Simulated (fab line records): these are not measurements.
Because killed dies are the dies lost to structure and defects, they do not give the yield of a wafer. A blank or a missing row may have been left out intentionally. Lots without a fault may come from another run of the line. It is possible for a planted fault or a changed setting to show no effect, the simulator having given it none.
A lot that was struck, set against a sound lot -- flow gf180mcu -- 33 steps out of a route of 602
Sound: these wafers, L963.1, L963.3, L963.6. Wafers struck: L981.2, L981.5, L981.6. Last of all comes the cause.
Per side, at each step with rows, come the tool, then ch with its chambers, and then its first start. Under that, the readings that differ: sound wafers -- struck wafers -- difference of the means -- sigmas: that difference in standard deviations of wafers without a fault.
alike: words and numbers the same on both sides, and readings whose means are apart by under 2 such deviations; not compared: readings that were withheld, readings missing a value for some wafer, numbers with overlapping values and no deviation given by the record, and bounds like >300 which may hide the same value.
Wherever a step has rows on one side only, a row that says differs or no value, or a row with sigmas, the two part there. Numbers that don't overlap but have no deviation are shown without sigmas and don't part them. Lack of a reading on every wafer of one side parts them only where that side has two or more wafers.

first, 1 step without rows for these wafers: GF_M5_DEVELOP_06 (develop time 60 s).
GF_M5_CD_MEAS_07: the cd target is 280 nm.
  sound on cd_sem-01, day 27 21:37; struck on cd_sem-01, day 32 20:47
  alike: cd_nm
GF_M5_OVL_MEAS_08:
  sound on overlay-02, day 27 21:44; struck on overlay-02, day 32 20:54
  alike: M5_OVL
GF_M5_ETCH_09: etches Si3N4 in CF4/O2, target depth 52 nm, time 11.6 s.
  sound on rie_diel-04 ch 0,1, day 27 21:47; struck on rie_diel-03 ch 0,1,3, day 32 20:56
  alike: drypump_motor_current_A, oes_product_au, throttle_valve_pct
  not compared: rf_hours_counter_h
GF_M5_METAL_ETCH_10: etches the open film in Cl2/BCl3, stops on SiO2, target depth 627.5 nm, time 104.6 s.
  sound on rie_metal-04 ch 0,1, day 27 21:48; struck on rie_metal-02 ch 0,1, day 32 20:57
  alike: drypump_motor_current_A, oes_product_au, throttle_valve_pct
  not compared: rf_hours_counter_h
then, 4 steps without rows for these wafers: GF_M5_STRIP_11 (strips in O2/N2); GF_M5_STRIP_12 (strips in post etch residue remover, time 1200 s); GF_M5_CLEAN_13 (cleans in DIW); GF_V5_CVD_00 (deposits SiO2, target thk 300 nm, time 50 s).
GF_V5_THK_MEAS_01:
  sound on film_metro-03, day 27 22:32; struck on film_metro-03, day 32 21:39
  alike: V5_CVD_00_THK
then, 1 step without rows for these wafers: GF_V5_CVD_02 (deposits SiO2 from TEOS, target thk 1450 nm, time 163.28 s).
GF_V5_THK_MEAS_03:
  sound on film_metro-02, day 27 22:45; struck on film_metro-04, day 32 21:49
  alike: V5_CVD_02_THK
GF_V5_CMP_04: polishes SiO2.
  sound on cmp-02 ch 0,3, day 27 22:49; struck on cmp-01 ch 1,2,3, day 32 21:58
  no value came back on the struck wafers for edge_zone_pressure_frac, head_pressure_psi (psi), motor_current_A (A), slurry_flow_ml_min; on the sound wafers edge_zone_pressure_frac reads 1.000 0.995 0.991
reading,sound,struck,difference,sigmas
model.SiO2_of_V5_CVD_02.thk_nm (nm),856.9 857.4 857,1429 1459 1470,+596,
GF_V5_BOW_MEAS_05:
  sound on film_metro-02, day 27 23:07; struck on film_metro-03, day 32 22:11
  alike: V5_BOW
then, 8 steps without rows for these wafers: GF_V5_DEHYDRATE_06 (time 60 s); GF_V5_HMDS_07 (prime time 60 s); GF_V5_COAT_08; GF_V5_COAT_09 (resist thk 1000 nm); GF_V5_SOFTBAKE_10 (time 60 s); GF_V5_EXPOSE_11 (exposes mask Via5, target cd 260 nm); GF_V5_PEB_12 (peb time 90 s); GF_V5_DEVELOP_13 (develop time 60 s).
GF_V5_CD_MEAS_14: the cd target is 260 nm.
  sound on cd_sem-01, day 28 17:31; struck on cd_sem-02, day 33 13:38
  alike: cd_nm
GF_V5_OVL_MEAS_15:
  sound on overlay-02, day 28 17:38; struck on overlay-01, day 33 13:44
  alike: V5_OVL
GF_V5_ETCH_16: etches BARC in N2/H2.
  sound on rie_diel-04 ch 1,2,3, day 28 17:41; struck on rie_diel-01 ch 2,3, day 33 13:46
  alike: drypump_motor_current_A, n2_flow_sccm, oes_product_au, throttle_valve_pct
GF_V5_ETCH_17: etches SiO2 in C4F8/O2/Ar, stops on TiN, target depth 855 nm.
  sound: rie_diel-04 ch 1,2,3; struck: rie_diel-01 ch 2,3
reading,sound,struck,difference,sigmas
oes_product_au (a.u.),0.867 0.868 0.855,1.599 1.616 1.641,+0.755,+99 or more
model.V5.feature_depth_nm (nm),856.9 857.4 857,1082 1095 1117,+241,
model.etch.depth_nm (nm),856.9 857.4 857,1082 1095 1117,+241,
GF_V5_STRIP_18: strips in O2/N2.
  sound on plasma_asher-02 ch 1, day 28 17:50; struck on plasma_asher-01 ch 0,1, day 33 13:55
reading,sound,struck,difference,sigmas
drypump_motor_current_A (A),5.0 5.0 5.0,5.5 5.5 5.9,+0.6,+2
heater_power_w (W),303 313 315,363 359 394,+62,+3
  alike: n2_flow_sccm, oes_product_au
  not compared: rf_hours_counter_h
then, 2 steps without rows for these wafers: GF_V5_STRIP_19 (strips in post etch residue remover, time 1200 s); GF_V5_CLEAN_20 (cleans in DIW).
GF_V5_SPUTTER_21: material Ti, target thk 15 nm, time 80.02 s.
  sound on pvd_sputter-04, day 28 18:24; struck on pvd_sputter-02, day 33 14:29
  alike: throttle_valve_pct
then, 2 steps without rows for these wafers: GF_V5_SPUTTER_22 (material TiN, target thk 10 nm, time 40 s); GF_V5_CVD_23 (deposits W, target thk 350 nm, time 104.9 s).
GF_V5_CMP_26: polishes, stops on SiO2, t overpolish 15 s, target thk 0 nm.
  sound on cmp-01 ch 0,2, day 28 18:48; struck on cmp-02 ch 0,3, day 33 15:02
reading,sound,struck,difference,sigmas
model.SiO2_of_V5_CVD_02.thk_nm (nm),853.1 853.6 853.2,1425 1455 1466,+595,
  alike: edge_zone_pressure_frac, head_pressure_psi, motor_current_A, slurry_flow_ml_min

== WHERE THEY PART ==
At GF_V5_CMP_04 first; at GF_V5_STRIP_18 last (within this record only). Later steps at which nothing parts them and some readings are alike: GF_V5_SPUTTER_21, GF_V5_CMP_26.

WHY: what the simulator had put in
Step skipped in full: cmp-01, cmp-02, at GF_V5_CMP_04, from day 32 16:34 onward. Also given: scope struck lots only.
